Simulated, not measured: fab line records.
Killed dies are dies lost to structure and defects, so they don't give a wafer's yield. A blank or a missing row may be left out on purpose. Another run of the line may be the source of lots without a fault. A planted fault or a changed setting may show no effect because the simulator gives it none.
The same fault as seen by 2 desks / flow sky130 / only its own numbers are on each desk; what lay behind them is given at the end

THE METROLOGY DESK
Means of the sampled wafers that have a number, per lot and without regard to the tool the lot ran on: this is what the gauges read. Marked OUT: a lot whose mean sits more than 4 standard deviations from the usual mean, which makes it out of limits; the brackets give that distance.
Columns: A = PWDE_TW at SKY_PWDE_TW_MEAS_10, usual 373; B = NWELL_TW at SKY_NWELL_TW_MEAS_15, usual 1818
lot=L191; first seen here=day 4 08:19; A=373; B=1794
lot=L192; first seen here=day 4 18:18; A=372; B=1841
lot=L193; first seen here=day 4 18:44; A=367; B=1806
lot=L194; first seen here=day 4 21:54; A=378; B=1841
lot=L195; first seen here=day 4 23:09; A=367; B=1842
lot=L196; first seen here=day 5 06:40; A=378; B=1823
lot=L197; first seen here=day 5 10:05; A=371; B=1841
lot=L200; first seen here=day 6 01:12; A=377; B=1839
lot=L204; first seen here=day 6 22:07; A=375; B=1809
lot=L205; first seen here=day 7 04:54; A=372; B=1799
lot=L208; first seen here=day 7 20:03; A=377; B=1815
lot=L209; first seen here=day 8 01:38; A=373; B=1828
lot=L211; first seen here=day 8 19:35; A=372; B=1798
lot=L212; first seen here=day 9 01:18; A=370; B=1784
This desk's verdict: no lot among the 14 shows anything out of limits.

TOOL OWNER'S DESK, litho_track-01
The tool's own readings at SKY_NWELL_DEVELOP_22 (develop time 60 s): means of the sampled wafers that have a number, for each lot that ran on this tool. Marked OUT: a lot whose mean sits more than 4 standard deviations from the usual mean, which makes it out of limits; the brackets give that distance.
Columns: A = developer_temp_C at SKY_NWELL_DEVELOP_22, usual 23.01 C
lot=L191; first seen here=day 5 20:00; A=23.03
lot=L192; first seen here=day 6 06:00; A=22.92
lot=L193; first seen here=day 6 06:00; A=23.03
lot=L196; first seen here=day 6 20:00; A=22.79
lot=L204; first seen here=day 8 15:00; A=25.25 (+20) OUT
lot=L205; first seen here=day 8 22:00; A=25.35 (+21) OUT
This desk finds L204, L205 out of limits, L204 being first, at day 8 15:00 (developer_temp_C at SKY_NWELL_DEVELOP_22). L191, L192, L193, L196: within limits.

TAKEN TOGETHER
An alarm could have come from the tool owner's desk at day 8 15:00, on L204, L205.
The metrology desk saw nothing out of limits.
The metrology desk has L204, L205 on record, within its limits.
Every lot named ran SKY_NWELL_DEVELOP_22 on litho_track-01.

WHAT THE SIMULATOR HAD INSERTED
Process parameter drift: litho_track-01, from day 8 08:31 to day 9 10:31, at SKY_NWELL_DEVELOP_22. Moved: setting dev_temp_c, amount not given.
Struck lots among those shown: L204, L205.
Delay in hours, fault start to first out-of-limits reading, by desk: the tool owner's desk at 6.
